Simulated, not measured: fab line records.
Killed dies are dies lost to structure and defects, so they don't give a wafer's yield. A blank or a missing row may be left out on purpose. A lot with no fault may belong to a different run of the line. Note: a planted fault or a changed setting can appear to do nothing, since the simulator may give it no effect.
Which tool is to blame? || flow sky130 || 14 lots, 42 wafers sampled, at 4 steps of a route of 708

## WHAT THE GAUGES READ, wafer by wafer
SKY_SONOS_ONO_OVL_MEAS_14.
{"lot": "L791", "measured": "day 12 23:38", "on": "overlay-02", "SONOS_ONO_OVL (nm)": "0.3 -2.4 -0.5"}
{"lot": "L792", "measured": "day 13 09:05", "on": "overlay-02", "SONOS_ONO_OVL (nm)": "1.7 0.9 0.1"}
{"lot": "L793", "measured": "day 14 00:35", "on": "overlay-02", "SONOS_ONO_OVL (nm)": "-2.1 -0.4 -2.0"}
{"lot": "L794", "measured": "day 14 06:47", "on": "overlay-02", "SONOS_ONO_OVL (nm)": "0.3 0.5 -1.9"}
{"lot": "L797", "measured": "day 15 00:37", "on": "overlay-02", "SONOS_ONO_OVL (nm)": "-0.1 2.8 0.7"}
{"lot": "L800", "measured": "day 16 08:56", "on": "overlay-02", "SONOS_ONO_OVL (nm)": "-1.1 -1.5 -1.9"}
{"lot": "L801", "measured": "day 16 12:53", "on": "overlay-01", "SONOS_ONO_OVL (nm)": "1.9 0.8 -0.6"}
{"lot": "L806", "measured": "day 18 05:37", "on": "overlay-01", "SONOS_ONO_OVL (nm)": "-3.6 -3.1 -4.4"}
{"lot": "L808", "measured": "day 18 19:37", "on": "overlay-02", "SONOS_ONO_OVL (nm)": "-0.5 -2.3 -2.5"}
{"lot": "L809", "measured": "day 19 06:32", "on": "overlay-02", "SONOS_ONO_OVL (nm)": "0.4 -0.2 1.0"}
{"lot": "L810", "measured": "day 19 14:01", "on": "overlay-02", "SONOS_ONO_OVL (nm)": "3.1 1.2 2.4"}
{"lot": "L811", "measured": "day 19 17:28", "on": "overlay-02", "SONOS_ONO_OVL (nm)": "0.1 -1.3 -0.9"}
{"lot": "L812", "measured": "day 20 10:55", "on": "overlay-02", "SONOS_ONO_OVL (nm)": "-2.3 -1.0 -1.1"}
{"lot": "L813", "measured": "day 20 16:32", "on": "overlay-02", "SONOS_ONO_OVL (nm)": "-1.2 0.1 0.6"}

SKY_GATE_OXIDE_OVL_MEAS_10.
{"lot": "L791", "measured": "day 14 05:41", "on": "overlay-02", "GATE_OXIDE_OVL (nm)": "-0.8 -1.8 -1.0"}
{"lot": "L792", "measured": "day 14 15:00", "on": "overlay-02", "GATE_OXIDE_OVL (nm)": "1.1 0.3 0.4"}
{"lot": "L793", "measured": "day 15 07:18", "on": "overlay-02", "GATE_OXIDE_OVL (nm)": "-1.9 -1.7 0.4"}
{"lot": "L794", "measured": "day 15 11:48", "on": "overlay-02", "GATE_OXIDE_OVL (nm)": "-1.8 -0.2 -0.6"}
{"lot": "L797", "measured": "day 16 05:13", "on": "overlay-02", "GATE_OXIDE_OVL (nm)": "-0.2 -1.5 -0.5"}
{"lot": "L800", "measured": "day 17 17:13", "on": "overlay-02", "GATE_OXIDE_OVL (nm)": "-1.8 -1.7 -3.3"}
{"lot": "L801", "measured": "day 17 20:02", "on": "overlay-01", "GATE_OXIDE_OVL (nm)": "1.1 1.4 0.1"}
{"lot": "L806", "measured": "day 19 13:47", "on": "overlay-01", "GATE_OXIDE_OVL (nm)": "-3.1 -2.9 -1.6"}
{"lot": "L808", "measured": "day 20 09:34", "on": "overlay-01", "GATE_OXIDE_OVL (nm)": "-0.9 -0.4 0.2"}
{"lot": "L809", "measured": "day 20 15:17", "on": "overlay-01", "GATE_OXIDE_OVL (nm)": "-0.5 -1.3 -0.6"}
{"lot": "L810", "measured": "day 21 02:44", "on": "overlay-01", "GATE_OXIDE_OVL (nm)": "0.0 -1.0 -1.8"}
{"lot": "L811", "measured": "day 21 02:27", "on": "overlay-01", "GATE_OXIDE_OVL (nm)": "0.2 0.6 1.3"}
{"lot": "L812", "measured": "day 21 19:32", "on": "overlay-02", "GATE_OXIDE_OVL (nm)": "-1.4 -1.5 -2.1"}
{"lot": "L813", "measured": "day 22 01:09", "on": "overlay-01", "GATE_OXIDE_OVL (nm)": "0.0 0.5 -1.1"}

SKY_GATE_OXIDE_TW_MEAS_14.
{"lot": "L791", "measured": "day 14 06:05", "on": "film-metro-01", "GATE_OXIDE_TW": "227.6 227.9 227.2"}
{"lot": "L792", "measured": "day 14 15:23", "on": "film-metro-03", "GATE_OXIDE_TW": "223.4 223.3 224.6"}
{"lot": "L793", "measured": "day 15 07:41", "on": "film-metro-01", "GATE_OXIDE_TW": "225.8 226.6 227.3"}
{"lot": "L794", "measured": "day 15 12:12", "on": "film-metro-03", "GATE_OXIDE_TW": "223.0 222.7 223.5"}
{"lot": "L797", "measured": "day 16 05:36", "on": "film-metro-03", "GATE_OXIDE_TW": "223.6 221.7 222.6"}
{"lot": "L800", "measured": "day 17 17:37", "on": "film-metro-03", "GATE_OXIDE_TW": "223.2 223.4 223.3"}
{"lot": "L801", "measured": "day 17 20:26", "on": "film-metro-01", "GATE_OXIDE_TW": "224.0 223.9 224.6"}
{"lot": "L806", "measured": "day 19 14:11", "on": "film-metro-03", "GATE_OXIDE_TW": "225.1 224.2 224.3"}
{"lot": "L808", "measured": "day 20 09:58", "on": "film-metro-01", "GATE_OXIDE_TW": "227.3 225.8 226.4"}
{"lot": "L809", "measured": "day 20 15:41", "on": "film-metro-02", "GATE_OXIDE_TW": "226.3 225.6 224.5"}
{"lot": "L810", "measured": "day 21 03:08", "on": "film-metro-01", "GATE_OXIDE_TW": "226.2 225.7 226.4"}
{"lot": "L811", "measured": "day 21 02:51", "on": "film-metro-02", "GATE_OXIDE_TW": "226.4 226.6 225.9"}
{"lot": "L812", "measured": "day 21 19:56", "on": "film-metro-01", "GATE_OXIDE_TW": "225.1 226.1 226.9"}
{"lot": "L813", "measured": "day 22 01:33", "on": "film-metro-01", "GATE_OXIDE_TW": "225.3 226.4 225.9"}

## WHICH TOOL RAN EACH LOT (tool, then ch and the chambers of the sampled wafers, then the start)
{"lot": "L791", "SKY_GATE_OXIDE_IMPLANT_11": "implanter-02 ch 0, day 14 05:43"}
{"lot": "L792", "SKY_GATE_OXIDE_IMPLANT_11": "implanter-03 ch 0, day 14 15:03"}
{"lot": "L793", "SKY_GATE_OXIDE_IMPLANT_11": "implanter-01 ch 0, day 15 07:21"}
{"lot": "L794", "SKY_GATE_OXIDE_IMPLANT_11": "implanter-02 ch 0, day 15 11:53"}
{"lot": "L797", "SKY_GATE_OXIDE_IMPLANT_11": "implanter-02 ch 0, day 16 05:15"}
{"lot": "L800", "SKY_GATE_OXIDE_IMPLANT_11": "implanter-02 ch 0, day 17 17:18"}
{"lot": "L801", "SKY_GATE_OXIDE_IMPLANT_11": "implanter-02 ch 0, day 17 20:04"}
{"lot": "L806", "SKY_GATE_OXIDE_IMPLANT_11": "implanter-01 ch 0, day 19 13:50"}
{"lot": "L808", "SKY_GATE_OXIDE_IMPLANT_11": "implanter-02 ch 0, day 20 09:36"}
{"lot": "L809", "SKY_GATE_OXIDE_IMPLANT_11": "implanter-02 ch 0, day 20 15:19"}
{"lot": "L810", "SKY_GATE_OXIDE_IMPLANT_11": "implanter-01 ch 0, day 21 02:46"}
{"lot": "L811", "SKY_GATE_OXIDE_IMPLANT_11": "implanter-02 ch 0, day 21 02:31"}
{"lot": "L812", "SKY_GATE_OXIDE_IMPLANT_11": "implanter-01 ch 0, day 21 19:36"}
{"lot": "L813", "SKY_GATE_OXIDE_IMPLANT_11": "implanter-01 ch 0, day 22 01:13"}
- SKY_GATE_OXIDE_IMPLANT_11

## WHAT THE TOOLS THEMSELVES READ (means of the sampled wafers that have a number; where no wafer has one, the mark that the record gives instead)
SKY_GATE_OXIDE_IMPLANT_11.
{"lot": "L791", "tool": "implanter-02", "beam-energy-keV": 10.001}
{"lot": "L792", "tool": "implanter-03", "beam-energy-keV": 10.000}
{"lot": "L793", "tool": "implanter-01", "beam-energy-keV": 9.999}
{"lot": "L794", "tool": "implanter-02", "beam-energy-keV": 9.999}
{"lot": "L797", "tool": "implanter-02", "beam-energy-keV": 9.996}
{"lot": "L800", "tool": "implanter-02", "beam-energy-keV": 9.847}
{"lot": "L801", "tool": "implanter-02", "beam-energy-keV": 9.847}
{"lot": "L806", "tool": "implanter-01", "beam-energy-keV": 10.002}
{"lot": "L808", "tool": "implanter-02", "beam-energy-keV": 10.002}
{"lot": "L809", "tool": "implanter-02", "beam-energy-keV": 10.008}
{"lot": "L810", "tool": "implanter-01", "beam-energy-keV": 9.998}
{"lot": "L811", "tool": "implanter-02", "beam-energy-keV": 10.003}
{"lot": "L812", "tool": "implanter-01", "beam-energy-keV": 9.998}
{"lot": "L813", "tool": "implanter-01", "beam-energy-keV": 10.001}

## THE ANSWER, worked out from the rows above alone
Rule: the lots themselves supply what counts as usual. The widest of any qualifying gaps counts: lots, ordered by their means at a reading, are off when they make up no more than a third of the lots, leave a main group of 4 or more, and stand apart from it by 3 or more times the standard deviation of that group's means. A main group is skipped when, at the precision printed for the reading in the tables above, its means are all equal. A lot without any number at a reading at which 4 lots or more have one is off too. Where the step has rows for the other lots, those lots are counted as sound. Order of review: gauges by route order, followed by the tools' own readings, for which a lot's mean as printed above is used. At the first step where some lot is off, the reading lying furthest off is the one used; lots without a number count as furthest.
Off at SKY_GATE_OXIDE_IMPLANT_11 (beam-energy-keV): L800, L801. Mean 10.001 and standard deviation 0.003 in the main group.
A tool fits if, at that step or a process step before it, it ran every lot that is off, and no sound lot after the first of them. Not one of the candidates tried fits.

## WHAT HAD BEEN PUT IN BY THE SIMULATOR
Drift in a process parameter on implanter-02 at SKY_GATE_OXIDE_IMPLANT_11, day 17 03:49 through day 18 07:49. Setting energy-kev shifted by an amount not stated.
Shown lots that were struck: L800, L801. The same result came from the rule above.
